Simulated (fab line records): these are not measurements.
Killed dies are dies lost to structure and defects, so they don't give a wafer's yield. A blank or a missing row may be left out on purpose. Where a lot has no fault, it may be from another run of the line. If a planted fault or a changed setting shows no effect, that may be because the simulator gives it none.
Problem report in the 8D (eight disciplines) form, filled by code || flow sky130 || the parts of the form that need people (team, actions taken, sign-off) are left out

1. WHAT WENT WRONG
At SKY_VT_ADJUST_NCORE_CD_MEAS_07, cd nm averages 351.2 nm over 3 wafers from 3 lots, while fault-free wafers read 379.3 nm, standard deviation 2.6. Relative to the usual mean, that is a shift of -11 standard deviations.
The step: target cd 380 nm.
Seen first at day 9 00:59 on cd sem-01, wafer L384.3. The record has a number at this step for 40 wafers belonging to 14 lots. Rule for "out" (also "out of limits"): further than 4 standard deviations from the usual mean. The rest of the wafers with a number are treated as sound.

2. WHAT IT IS AND WHAT IT IS NOT
{"question": "which readings at this step", "is": "cd nm", "is not": "-"}
{"question": "which lots", "is": "L384, L386, L387", "is not": "L381, L382, L383, L394, L396, L397, L398, L399, L401, L402, L403"}
{"question": "which wafers of those lots", "is": "L384.3, L386.5, L387.3", "is not": "L384.1, L384.4, L386.4, L387.1"}
{"question": "read on which gauges", "is": "cd sem-01, cd sem-02", "is not": "-"}
{"question": "when", "is": "from day 9 00:59", "is not": "up to then (11 sound wafers); but 26 sound wafers of L386, L387, L394, L396, L397, L398, L399, L401, L402, L403 came after"}

3. THE SUSPECTS, EACH WITH WHAT RULES IT OUT
Counting: a tool at a process step up to the reading stays a suspect if it ran every lot that is out. Sound lots after the first of them don't rule it out here, since some wafers of a struck lot are sound.
- the gauge at SKY_VT_ADJUST_NCORE_CD_MEAS_07 is ruled out. 2 gauges (cd sem-01, cd sem-02) read the wafers that are out.
- iline stepper-01 at SKY_VT_ADJUST_NCORE_EXPOSE_04 (exposes mask LVTN COMPLEMENT THIN, target cd 380 nm): kept. It ran every lot that is out, first L384 (day 8 14:34); its last sound lot up to then is L383 (day 8 08:25).
Remaining after the count: iline stepper-01 at SKY_VT_ADJUST_NCORE_EXPOSE_04.

4. THE CAUSE (what the simulator had put in)
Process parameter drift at SKY_VT_ADJUST_NCORE_EXPOSE_04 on iline stepper-01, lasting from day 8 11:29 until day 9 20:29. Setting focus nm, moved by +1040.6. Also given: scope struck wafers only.
The count eliminated every tool but this one.

5. THE EFFECT CHAIN, in route order
One row per reading whose mean, taken over the struck wafers that have a number, lies over 3 standard deviations from the usual. Scope: only readings with a usual standard deviation given in the record; hours: median across lots of the time from each lot's start at the first step in this table that gives one to its start at this step; sigmas: change in usual standard deviations.
{"hours": 0, "step": "SKY_VT_ADJUST_NCORE_CD_MEAS_07", "reading": "cd nm", "usual": "379.3 nm", "on struck wafers": 351.2, "change": -28.1, "sigmas": -11}
Later steps that measure or inspect, where all struck wafers having a row at the step show a number for every such reading and not one has moved that far: SKY_GATE_OXIDE_TW_MEAS_14, SKY_LI_CONTACT_CD_MEAS_12.

6. WHAT WOULD HAVE CAUGHT IT SOONER
The first out-of-limits reading at a measuring or inspecting step in this record came at day 9 00:59, 14 hours after the fault's start at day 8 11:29.
L386, L387, from the lots that are out (3), started SKY_VT_ADJUST_NCORE_EXPOSE_04 on iline stepper-01 later than day 9 00:59. A hold on the tool at that time would have spared those 2.
